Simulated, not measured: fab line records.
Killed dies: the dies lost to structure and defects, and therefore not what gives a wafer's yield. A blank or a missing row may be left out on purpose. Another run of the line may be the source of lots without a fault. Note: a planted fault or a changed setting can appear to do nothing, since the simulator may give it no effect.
fab line records | flow gf180mcu
record lots=5 wafers=23
route steps=602 shown STI@14 NWELL@45 MVPSD@80 VT_IMPLANT@98 DUAL_GATE@147 POLY_GATE@170 HV_LDD@204
startH: start of the lot's first displayed wafer, in hours after the record's first day | waitH: time in hours since the lot's previous step | " unchanged from the row above | L1.1+2: one row covering several wafers at once | - no value, or no start was given | * or withheld: withheld | < > ~ a bound
route shown NAME@n: a module of which the file shows steps, and the number in the route of the first | usual: mean/standard deviation of fault-free wafers | same: alike in all rows | chamber/n: place in a boat | sites: readings site by site | _std_site: how widely they spread, as a standard deviation | _edge_site: outer sites' mean less inner sites' | radiusMm: for every site, how far away it sits from the centre of the wafer | mask NAME#n: copy n | behind: the last tool/chamber to shape the wafer | hold: why the lot went on hold/how many hours it stayed there/how the hold came to an end | device: names the non-switching transistor (n, p or np) | end of line: the tests these same wafers got at the end of their route | where a step has no rows: the recipe by itself | killed: at the first sort, the dies lost to defects and structure; wafer yield is something else | map: a wafer's dies, x killed, . not, _ none there
set.NAME: the setting that was run; set.NAME@STEP: the one run at that earlier step | model.NAME: the simulator's own value behind a step, which no gauge read
one table per step and one row per wafer, for lots whose settings were changed on purpose
## steps
# step GF_STI_ETCH_13
# recipe chemistry=CHF3/O2 stopOn=Si overEtchFrac=0.3 targetDepthA=2823.1 sourceW=600 biasW=200 pressureMtorr=40 chf3FlowSccm=50 O2_flow_sccm=5 timeS=112.9
# columns lot.wafer tool chamber startH waitH set.sourceW model.KrF_of_STI_COAT_07.thkNm
L074.1 rieDiel-03 1 24.99 0.1 600 436.3
L074.2 " 2 " " 600 448.4
L074.6 " 0 " " 600 446.7
L076.1 rieDiel-02 1 39.44 0.1 600 437.9
L076.2 " 2 " " 600 438
L076.4 " 3 " " 554.1 451.4
L076.5 " 1 " " 554.1 446
L076.6 " 0 " " 554.1 450.3
L077.1 rieDiel-02 0 40.56 0.1 600 450.5
L077.2 " 2 " " 661.6 430.8
L077.3 " 1 " " 661.6 431
L077.5 " 3 " " 600 448.3
L077.6 " 2 " " 600 441.6
L079.1 rieDiel-02 3 52.21 0.1 543.9 455.1
L079.2 " 0 " " 543.9 454.4
L079.3 " 1 " " 600 439.6
L079.4 " 2 " " 543.9 450.4
L079.5 " 2 " " 600 438.7
L080.1 rieDiel-02 3 56.04 0.1 550 448.7
L080.2 " 0 " " 550 449.3
L080.4 " 2 " " 600 436.2
L080.5 " 1 " " 550 446.2
L080.6 " 2 " " 600 437.6
# step GF_STI_CVD_23
# recipe material=SiO2 targetThkNm=650 sigmaOpenFrac=0.3 timeS=108.3 tempC=600 sih4FlowSccm=60 pressureMtorr=6
# columns lot.wafer tool chamber startH waitH set.sih4FlowSccm model.SiO2_of_STI_CVD_23.thkNm
L074.1 hdpcvd-02 0 26.78 0.1 60 645.4
L074.2 " 1 " " 60 641.7
L074.6 " 1 " " 60 644.2
L076.1 hdpcvd-01 1 42.70 0.1 55.09 589.8
L076.2 " 0 " " 60 644.6
L076.4 " 1 " " 60 645.2
L076.5 " 0 " " 60 644.2
L076.6 " 2 " " 55.09 590.4
L077.1 hdpcvd-02 1 42.70 0.1 60 657.2
L077.2 " 2 " " 60 647.5
L077.3 " 0 " " 60 657.4
L077.5+6 " 2,1 " " 51.92 564.7
L079.1 hdpcvd-02 0 54.09 0.1 60 639.1
L079.2 " 1 " " 68.63 749.2
L079.3 " 2 " " 68.63 740.8
L079.4 " 1 " " 60 649.7
L079.5 " 2 " " 60 639
L080.1 hdpcvd-01 2 59.09 0.1 60 647.9
L080.2 " 1 " " 60 654
L080.4 " 1 " " 60 653.4
L080.5 " 0 " " 60 651.4
L080.6 " 2 " " 60 654.7
# step GF_STI_THK_MEAS_24
# recipe reads=SiO2_of_STI_CVD_23
# usual STI_CVD_23_THK=649/5.3
# columns lot.wafer tool chamber startH waitH set.sih4FlowSccm@STI_CVD_23 STI_CVD_23_THK[nm]
L074.1 filmMetro-03 - 26.86 0.0 60 645
L074.2 " - " " 60 641
L074.6 " - " " 60 645
L076.1 filmMetro-03 - 42.78 0.0 55.09 590
L076.2 " - " " 60 644
L076.4 " - " " 60 645
L076.5 " - " " 60 644
L076.6 " - " " 55.09 590
L077.1 filmMetro-04 - 42.78 0.0 60 657
L077.2 " - " " 60 647
L077.3 " - " " 60 657
L077.5 " - " " 51.92 565
L077.6 " - " " 51.92 565
L079.1 filmMetro-01 - 54.17 0.0 60 639
L079.2 " - " " 68.63 749
L079.3 " - " " 68.63 741
L079.4 " - " " 60 650
L079.5 " - " " 60 639
L080.1 filmMetro-04 - 59.17 0.0 60 648
L080.2 " - " " 60 654
L080.4 " - " " 60 653
L080.5 " - " " 60 652
L080.6 " - " " 60 654
# step GF_NWELL_SOFTBAKE_03
# recipe tempC=110 timeS=withheld
# columns lot.wafer tool chamber startH waitH set.tempC
L074.1+2+6 lithoTrack-01 0 47.59 0.1 110
L076.1+2+5 lithoTrack-01 0 64.39 0.1 110
L076.4+6 " 0 " " 106.7
L077.1+3+5 lithoTrack-01 0 65.04 0.1 111.5
L077.2+6 " 0 " " 110
L079.1+4 lithoTrack-04 0 77.41 0.1 111.6
L079.2+3+5 " 0 " " 110
L080.1+2+4 lithoTrack-01 0 81.89 0.1 110
L080.5+6 " 0 " " 108.3
# step GF_NWELL_EXPOSE_04
# recipe maskId=Nwell targetCdNm=860 na=0.6 sourceShape=conventional sigmaOuter=0.6 doseMj=260
# step GF_NWELL_PEB_05
# recipe tempC=115 timeS=withheld
# step GF_NWELL_IMPLANT_08
# recipe species=P energyKev=450 doseCm2=1.5e+13 tiltDeg=0
# step GF_NWELL_IMPLANT_09
# recipe species=P energyKev=160 doseCm2=4e+12 tiltDeg=0
# step GF_NWELL_STRIP_10
# recipe chemistry=O2/N2 powerW=1400 pressureMtorr=1500 platenTempC=250 o2FlowSccm=3000 n2FlowSccm=300 overashFraction=0.5
# usual stripTimeToEndpointS=36.93/0.083
# columns lot.wafer tool chamber startH waitH set.tempC@NWELL_SOFTBAKE_03 stripTimeToEndpointS
L074.1 plasmaAsher-01 0 53.97 0.1 110 36.95
L074.2 " 1 " " 110 36.91
L074.6 " 1 " " 110 36.80
L076.1 plasmaAsher-01 0 71.72 0.1 110 36.89
L076.2 " 1 " " 110 36.91
L076.4 " 0 " " 106.7 37.24
L076.5 " 1 " " 110 36.85
L076.6 " 0 " " 106.7 37.23
L077.1 plasmaAsher-02 1 72.25 0.1 111.5 36.72
L077.2 " 0 " " 110 37.01
L077.3 " 1 " " 111.5 36.75
L077.5 " 1 " " 111.5 36.70
L077.6 " 0 " " 110 36.93
L079.1 plasmaAsher-02 0 84.55 0.1 111.6 36.81
L079.2 " 1 " " 110 36.87
L079.3 " 0 " " 110 36.97
L079.4 " 1 " " 111.6 36.86
L079.5 " 0 " " 110 36.93
L080.1 plasmaAsher-04 1 89.82 0.1 110 36.91
L080.2 " 0 " " 110 36.85
L080.4 " 1 " " 110 36.87
L080.5 " 0 " " 108.3 36.91
L080.6 " 1 " " 108.3 36.91
# step GF_MVPSD_COAT_02
# recipe spinRpm=2000 resistThkNm=3000
# columns lot.wafer tool chamber startH waitH set.spinRpm model.coat_of_MVPSD_COAT_02.thkNm
L074.1 lithoTrack-04 0 87.86 0.1 2000 3001
L074.2 " 0 " " 2000 2991
L074.6 " 0 " " 2000 3002
L076.1 lithoTrack-01 0 105.69 0.1 2000 3001
L076.2 " 0 " " 2000 3006
L076.4 " 0 " " 1873 3098
L076.5 " 0 " " 1873 3101
L076.6 " 0 " " 2000 3004
L077.1 lithoTrack-04 0 106.01 0.1 2000 2993
L077.2 " 0 " " 2000 3003
L077.3 " 0 " " 2090 2947
L077.5 " 0 " " 2090 2940
L077.6 " 0 " " 2090 2939
L079.1 lithoTrack-04 0 119.01 0.1 2137 2907
L079.2 " 0 " " 2137 2910
L079.3 " 0 " " 2000 3008
L079.4 " 0 " " 2000 3009
L079.5 " 0 " " 2137 2914
L080.1 lithoTrack-03 0 124.64 0.1 2000 3012
L080.2 " 0 " " 2000 3025
L080.4 " 0 " " 2000 3014
L080.5 " 0 " " 2000 3008
L080.6 " 0 " " 2000 3019
# step GF_MVPSD_SOFTBAKE_03
# recipe tempC=110 timeS=withheld
# step GF_MVPSD_EXPOSE_04
# recipe maskId=MVPSD targetCdNm=1000 na=0.6 sourceShape=conventional sigmaOuter=0.6 doseMj=260
# step GF_MVPSD_IMPLANT_08
# recipe species=B energyKev=170 doseCm2=1.537e+13 tiltDeg=0
# step GF_MVPSD_IMPLANT_09
# recipe species=B energyKev=40 doseCm2=5e+12 tiltDeg=0
# step GF_MVPSD_STRIP_10
# recipe chemistry=O2/N2 powerW=1400 pressureMtorr=1500 platenTempC=250 o2FlowSccm=3000 n2FlowSccm=300 overashFraction=0.5
# usual stripTimeToEndpointS=37.00/0.11
# columns lot.wafer tool chamber startH waitH set.spinRpm@MVPSD_COAT_02 stripTimeToEndpointS
L074.1 plasmaAsher-01 0 95.22 0.1 2000 36.97
L074.2 " 1 " " 2000 36.85
L074.6 " 1 " " 2000 36.99
L076.1 plasmaAsher-02 1 113.27 0.1 2000 36.95
L076.2 " 0 " " 2000 37.03
L076.4 " 1 " " 1873 38.07
L076.5 " 1 " " 1873 38.09
L076.6 " 0 " " 2000 37.00
L077.1 plasmaAsher-02 0 113.62 0.1 2000 36.87
L077.2 " 1 " " 2000 36.99
L077.3 " 1 " " 2090 36.38
L077.5 " 1 " " 2090 36.28
L077.6 " 0 " " 2090 36.28
L079.1 plasmaAsher-02 1 126.97 0.1 2137 35.90
L079.2 " 0 " " 2137 35.92
L079.3 " 0 " " 2000 37.05
L079.4 " 1 " " 2000 37.06
L079.5 " 1 " " 2137 35.97
L080.1 plasmaAsher-03 0 132.77 0.1 2000 37.09
L080.2 " 1 " " 2000 37.25
L080.4 " 0 " " 2000 37.12
L080.5 " 0 " " 2000 37.05
L080.6 " 1 " " 2000 37.17
# step GF_VT_IMPLANT_IMPLANT_08
# recipe species=BF2 energyKev=20 doseCm2=8.29e+12 tiltDeg=7
# columns lot.wafer tool chamber startH waitH set.energyKev model.implant.rpNm model.implant.drpNm
L074.1+2+6 implanter-04 0 108.20 0.0 20 16.71 9.752
L076.1+6 implanter-04 0 127.47 0.0 21.05 18.36 10.11
L076.2+4+5 " 0 " " 20 17.65 9.752
L077.1+2+3+5+6 implanter-03 0 127.55 0.0 20 17.3 9.752
L079.1+2 implanter-03 0 142.82 0.0 20 16.84 9.752
L079.3+4+5 " 0 " " 20.97 17.47 10.08
L080.1+4+5 implanter-03 0 148.55 0.0 19.07 16.42 9.431
L080.2+6 " 0 " " 20 17.04 9.752
# step GF_DUAL_GATE_COAT_06
# recipe resist=NOVOLAK spinRpm=3000 resistThkNm=1000
# columns lot.wafer tool chamber startH waitH set.resistThkNm model.NOVOLAK_of_DUAL_GATE_COAT_06.thkNm
L074.1 lithoTrack-02 0 163.82 0.1 1000 1003
L074.2+6 " 0 " " 1000 1004
L076.1 lithoTrack-04 0 185.16 0.1 1000 1004
L076.2+4+6 " 0 " " 1000 1002
L076.5 " 0 " " 1000 1006
L077.1 lithoTrack-02 0 186.27 0.1 1000 1002
L077.2 " 0 " " 1000 1001
L077.3 " 0 " " 1000 997.5
L077.5 " 0 " " 968.6 970.8
L077.6 " 0 " " 968.6 965.9
L079.1+4 lithoTrack-04 0 201.06 0.1 1000 1001
L079.2+5 " 0 " " 1060 1060
L079.3 " 0 " " 1000 999.5
L080.1 lithoTrack-04 0 208.91 0.1 1000 994.5
L080.2 " 0 " " 1000 997.2
L080.4 " 0 " " 1000 997.7
L080.5 " 0 " " 1056 1053
L080.6 " 0 " " 1056 1054
# step GF_DUAL_GATE_DEVELOP_10
# recipe developTimeS=60 devTempC=23
# columns lot.wafer tool chamber startH waitH set.devTempC
L074.1+2+6 lithoTrack-02 0 171.62 0.1 23
L076.1+4+5 lithoTrack-02 0 193.02 0.1 23
L076.2+6 " 0 " " 21.18
L077.1+3+6 lithoTrack-03 0 194.64 0.1 19.69
L077.2+5 " 0 " " 23
L079.1+4+5 lithoTrack-02 0 210.12 0.1 21.57
L079.2+3 " 0 " " 23
L080.1+4+6 lithoTrack-02 0 217.92 0.1 20.42
L080.2+5 " 0 " " 23
# step GF_DUAL_GATE_WET_ETCH_12
# recipe chemistry=dHF targetDepthNm=13 dry=n2Spin target=SiO2 tempC=25 dilution=100:1 timeS=260
# step GF_DUAL_GATE_STRIP_13
# recipe chemistry=O2/N2 powerW=1400 pressureMtorr=1500 platenTempC=250 o2FlowSccm=3000 n2FlowSccm=300 overashFraction=0.5
# usual stripTimeToEndpointS=12.65/0.036
# columns lot.wafer tool chamber startH waitH set.resistThkNm@DUAL_GATE_COAT_06 stripTimeToEndpointS
L074.1 plasmaAsher-02 0 171.88 0.0 1000 12.67
L074.2 " 1 " " 1000 12.68
L074.6 " 1 " " 1000 12.67
L076.1 plasmaAsher-02 0 193.28 0.0 1000 12.68
L076.2 " 1 " " 1000 12.66
L076.4 " 0 " " 1000 12.66
L076.5 " 1 " " 1000 12.69
L076.6 " 0 " " 1000 12.65
L077.1 plasmaAsher-03 1 194.91 0.0 1000 12.65
L077.2 " 0 " " 1000 12.63
L077.3 " 0 " " 1000 12.58
L077.5 " 1 " " 968.6 12.30
L077.6 " 0 " " 968.6 12.22
L079.1 plasmaAsher-03 0 210.38 0.0 1000 12.64
L079.2 " 1 " " 1060 13.22
L079.3 " 0 " " 1000 12.63
L079.4 " 1 " " 1000 12.65
L079.5 " 1 " " 1060 13.24
L080.1 plasmaAsher-04 1 218.18 0.0 1000 12.57
L080.2 " 0 " " 1000 12.59
L080.4 " 1 " " 1000 12.61
L080.5 " 0 " " 1056 13.15
L080.6 " 1 " " 1056 13.16
# step GF_POLY_GATE_ETCH_13
# recipe target=poly-Si targetDepthNm=198.5 stopOn=SiO2 overEtchFrac=0.403 chemistry=HBr/Cl2 icpW=400 biasW=100 pressureMtorr=10 HBr_flow_sccm=150 Cl2_flow_sccm=50 timeS=69.6
# columns lot.wafer tool chamber startH waitH set.timeS model.POLY_GATE.featureDepthNm
L074.1 rieSi-01 1 192.12 - 69.6 195.1
L074.2 " 2 " " 69.6 198.1
L074.6 " 1 " " 69.6 195.8
L076.1 rieSi-01 0 214.62 - 72.91 199
L076.2 " 1 " " 69.6 198.5
L076.4 " 3 " " 69.6 198.6
L076.5 " 1 " " 72.91 199.7
L076.6 " 2 " " 72.91 198.4
L077.1 rieSi-02 0 214.97 - 69.6 195.9
L077.2 " 1 " " 69.6 198.6
L077.3 " 3 " " 69.6 198.5
L077.5 " 1 " " 69.6 198.9
L077.6 " 0 " " 69.6 195.8
L079.1 rieSi-02 2 232.99 - 69.6 192.9
L079.2 " 1 " " 69.6 198.8
L079.3 " 3 " " 69.6 198
L079.4 " 0 " " 69.6 194.6
L079.5 " 3 " " 69.6 196.6
L080.1 rieSi-02 3 240.52 - 69.6 197.4
L080.2 " 0 " " 69.6 195.9
L080.4 " 2 " " 61.18 171.9
L080.5 " 1 " " 69.6 198.9
L080.6 " 0 " " 61.18 173.8
# step GF_HV_LDD_EXPOSE_28
# recipe maskId=Nplus_HV_AREA targetCdNm=400 na=0.6 sourceShape=conventional sigmaOuter=0.6 doseMj=140
# columns lot.wafer tool chamber startH waitH mask set.doseMj
L074.1+2+6 ilineStepper-01 0 - - Nplus_HV_AREA#0 140
L076.1+2+4 ilineStepper-01 0 - - Nplus_HV_AREA#0 140
L076.5+6 " 0 " " Nplus_HV_AREA#0 135.1
L077.1+2+3+5+6 ilineStepper-01 0 - - Nplus_HV_AREA#0 140
L079.1+2+5 ilineStepper-02 0 - - Nplus_HV_AREA#0 146.6
L079.3+4 " 0 " " Nplus_HV_AREA#0 140
L080.1+2+6 ilineStepper-01 0 - - Nplus_HV_AREA#0 140
L080.4+5 " 0 " " Nplus_HV_AREA#0 148.2
# step GF_HV_LDD_DEVELOP_30
# recipe developTimeS=60 devTempC=23
# columns lot.wafer tool chamber startH waitH set.developTimeS
L074.1+2+6 lithoTrack-03 0 248.34 0.1 60
L076.1+2+4+5+6 lithoTrack-01 0 272.83 0.1 60
L077.1+3 lithoTrack-03 0 273.94 0.1 63
L077.2+5+6 " 0 " " 60
L079.1+4 lithoTrack-04 0 291.36 0.1 60
L079.2+3+5 " 0 " " 53.2
L080.1+5+6 lithoTrack-01 0 299.73 0.1 56.43
L080.2+4 " 0 " " 60
# step GF_HV_LDD_CD_MEAS_31
# recipe targetCdNm=400
# usual cdNm=398.4/2.3
# columns lot.wafer tool chamber startH waitH set.doseMj@HV_LDD_EXPOSE_28 set.developTimeS@HV_LDD_DEVELOP_30 cdNm
L074.1 cdSem-02 - 248.49 0.1 140 60 398.6
L074.2 " - " " 140 60 400.9
L074.6 " - " " 140 60 399.9
L076.1 cdSem-01 - 272.98 0.1 140 60 399.8
L076.2 " - " " 140 60 399.8
L076.4 " - " " 140 60 400.1
L076.5 " - " " 135.1 60 390.1
L076.6 " - " " 135.1 60 390.5
L077.1 cdSem-02 - 274.09 0.1 140 63 403.0
L077.2 " - " " 140 60 398.9
L077.3 " - " " 140 63 404.8
L077.5 " - " " 140 60 397.6
L077.6 " - " " 140 60 398.0
L079.1 cdSem-02 - 291.51 0.1 146.6 60 408.8
L079.2 " - " " 146.6 53.2 396.5
L079.3 " - " " 140 53.2 382.8
L079.4 " - " " 140 60 395.3
L079.5 " - " " 146.6 53.2 400.0
L080.1 cdSem-01 - 299.88 0.1 140 56.43 387.4
L080.2 " - " " 140 60 394.8
L080.4 " - " " 148.2 60 410.5
L080.5 " - " " 148.2 56.43 403.3
L080.6 " - " " 140 56.43 390.7
# step GF_HV_LDD_IMPLANT_36
# recipe species=P energyKev=60 doseCm2=7.5e+12 tiltDeg=30 rotationDeg=270
# columns lot.wafer tool chamber startH waitH set.doseCm2
L074.1+2+6 implanter-02 0 249.09 0.1 7.5e+12
L076.1+4 implanter-01 0 273.59 0.1 7.5e+12
L076.2+5+6 " 0 " " 8.519e+12
L077.1+6 implanter-04 0 274.69 0.1 7.5e+12
L077.2+3+5 " 0 " " 7.136e+12
L079.1+4+5 implanter-04 0 292.12 0.1 7.5e+12
L079.2+3 " 0 " " 6.605e+12
L080.1+4+6 implanter-02 0 300.49 0.1 7.5e+12
L080.2+5 " 0 " " 8.63e+12
# step GF_HV_LDD_IMPLANT_48
# recipe species=B energyKev=25 doseCm2=3e+13 tiltDeg=7
# columns lot.wafer tool chamber startH waitH set.doseCm2
L074.1+2+6 implanter-04 0 267.84 0.0 3e+13
L076.1+5 implanter-04 0 293.54 0.0 2.937e+13
L076.2+4+6 " 0 " " 3e+13
L077.1+5+6 implanter-01 0 295.39 0.0 3e+13
L077.2+3 " 0 " " 3.112e+13
L079.1+2 implanter-02 0 312.49 0.0 3e+13
L079.3+4+5 " 0 " " 3.173e+13
L080.1+2+4+5+6 implanter-02 0 321.44 0.0 3e+13
# step GF_HV_LDD_STRIP_49
# recipe chemistry=O2/N2 powerW=1400 pressureMtorr=1500 platenTempC=250 o2FlowSccm=3000 n2FlowSccm=300 overashFraction=0.5
# step GF_HV_LDD_TW_MEAS_50
# usual HV_LDD_4_TW=569.5/3
# columns lot.wafer tool chamber startH waitH set.doseCm2@HV_LDD_IMPLANT_48 HV_LDD_4_TW
L074.1 filmMetro-02 - 268.09 0.1 3e+13 565.3
L074.2 " - " " 3e+13 570.4
L074.6 " - " " 3e+13 568.0
L076.1 filmMetro-02 - 293.79 0.1 2.937e+13 563.9
L076.2 " - " " 3e+13 567.6
L076.4 " - " " 3e+13 568.3
L076.5 " - " " 2.937e+13 562.2
L076.6 " - " " 3e+13 566.9
L077.1 filmMetro-02 - 295.64 0.1 3e+13 567.1
L077.2 " - " " 3.112e+13 574.3
L077.3 " - " " 3.112e+13 575.2
L077.5 " - " " 3e+13 568.1
L077.6 " - " " 3e+13 569.5
L079.1 filmMetro-01 - 312.74 0.1 3e+13 572.5
L079.2 " - " " 3e+13 574.8
L079.3 " - " " 3.173e+13 586.2
L079.4 " - " " 3.173e+13 582.6
L079.5 " - " " 3.173e+13 582.5
L080.1 filmMetro-04 - 321.69 0.1 3e+13 568.0
L080.2 " - " " 3e+13 569.1
L080.4 " - " " 3e+13 570.6
L080.5 " - " " 3e+13 571.2
L080.6 " - " " 3e+13 569.1
# step GF_HV_LDD_CLEAN_51
# recipe chemistry=SC1/SC2 mix=1:4:20 tempC=70 timeS=150 dry=n2Spin
# step GF_HV_LDD_RTA_52
# recipe tempC=1000 timeS=10 ambient=N2
# step GF_HV_LDD_RS_MEAS_53
# recipe thkMeasGauge=four-point-probe
# usual HV_LDD_RS=417.9/0.83
# columns lot.wafer tool chamber startH waitH set.doseCm2@HV_LDD_IMPLANT_36 HV_LDD_RS[ohm/sq]
L074.1 filmMetro-01 - 268.27 0.1 7.5e+12 418.2
L074.2 " - " " 7.5e+12 418.5
L074.6 " - " " 7.5e+12 418.2
L076.1 filmMetro-02 - 293.97 0.1 7.5e+12 417.6
L076.2 " - " " 8.519e+12 413.9
L076.4 " - " " 7.5e+12 417.8
L076.5 " - " " 8.519e+12 413.8
L076.6 " - " " 8.519e+12 414.8
L077.1 filmMetro-01 - 295.82 0.1 7.5e+12 417.3
L077.2 " - " " 7.136e+12 418.8
L077.3 " - " " 7.136e+12 418.9
L077.5 " - " " 7.136e+12 417.8
L077.6 " - " " 7.5e+12 417.7
L079.1 filmMetro-01 - 312.92 0.1 7.5e+12 418.0
L079.2 " - " " 6.605e+12 419.8
L079.3 " - " " 6.605e+12 419.6
L079.4 " - " " 7.5e+12 416.5
L079.5 " - " " 7.5e+12 417.8
L080.1 filmMetro-02 - 321.87 0.1 7.5e+12 418.6
L080.2 " - " " 8.63e+12 416.4
L080.4 " - " " 7.5e+12 419.1
L080.5 " - " " 8.63e+12 416.0
L080.6 " - " " 7.5e+12 419.8
## key
split step=GF_STI_ETCH_13 setting=sourceW stated=600 by=wafer
response step=GF_STI_ETCH_13 reading=model.KrF_of_STI_COAT_07.thkNm change=-1.48 per=1% r=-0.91
split step=GF_STI_CVD_23 setting=sih4FlowSccm stated=60 by=wafer
response step=GF_STI_CVD_23 reading=model.SiO2_of_STI_CVD_23.thkNm change=+6.86 per=1% r=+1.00
response step=GF_STI_THK_MEAS_24 reading=STI_CVD_23_THK change=+6.86 per=1% r=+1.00
split step=GF_NWELL_SOFTBAKE_03 setting=tempC stated=110 by=wafer
response step=GF_NWELL_STRIP_10 reading=stripTimeToEndpointS change=* per=1% r=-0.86
split step=GF_MVPSD_COAT_02 setting=spinRpm stated=2000 by=wafer
response step=GF_MVPSD_COAT_02 reading=model.coat_of_MVPSD_COAT_02.thkNm change=-14.3 per=1% r=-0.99
response step=GF_MVPSD_STRIP_10 reading=stripTimeToEndpointS change=* per=1% r=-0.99
split step=GF_VT_IMPLANT_IMPLANT_08 setting=energyKev stated=20 by=wafer
response step=GF_VT_IMPLANT_IMPLANT_08 reading=model.implant.rpNm change=+0.134 per=1% r=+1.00
response step=GF_VT_IMPLANT_IMPLANT_08 reading=model.implant.drpNm change=+0.0683 per=1% r=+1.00
split step=GF_DUAL_GATE_COAT_06 setting=resistThkNm stated=1000 by=wafer
response step=GF_DUAL_GATE_COAT_06 reading=model.NOVOLAK_of_DUAL_GATE_COAT_06.thkNm change=+10 per=1% r=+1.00
response step=GF_DUAL_GATE_STRIP_13 reading=stripTimeToEndpointS change=* per=1% r=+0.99
split step=GF_DUAL_GATE_DEVELOP_10 setting=devTempC stated=23 by=wafer
response none clear
split step=GF_POLY_GATE_ETCH_13 setting=timeS stated=69.6 by=wafer
response step=GF_POLY_GATE_ETCH_13 reading=model.POLY_GATE.featureDepthNm change=+1.77 per=1% r=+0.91
split step=GF_HV_LDD_EXPOSE_28 setting=doseMj stated=140 by=wafer
response step=GF_HV_LDD_CD_MEAS_31 reading=cdNm slope=+2.76 per=1% togetherWith=developTimeS@HV_LDD_DEVELOP_30 explained=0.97
split step=GF_HV_LDD_DEVELOP_30 setting=developTimeS stated=60 by=wafer
response step=GF_HV_LDD_CD_MEAS_31 reading=cdNm slope=+1.01 per=1% togetherWith=doseMj@HV_LDD_EXPOSE_28 explained=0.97
split step=GF_HV_LDD_IMPLANT_36 setting=doseCm2 stated=7.5e+12 by=wafer
response step=GF_HV_LDD_RS_MEAS_53 reading=HV_LDD_RS change=-0.216 per=1% r=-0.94
split step=GF_HV_LDD_IMPLANT_48 setting=doseCm2 stated=3e+13 by=wafer
response step=GF_HV_LDD_TW_MEAS_50 reading=HV_LDD_4_TW change=+1.79 per=1% r=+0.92
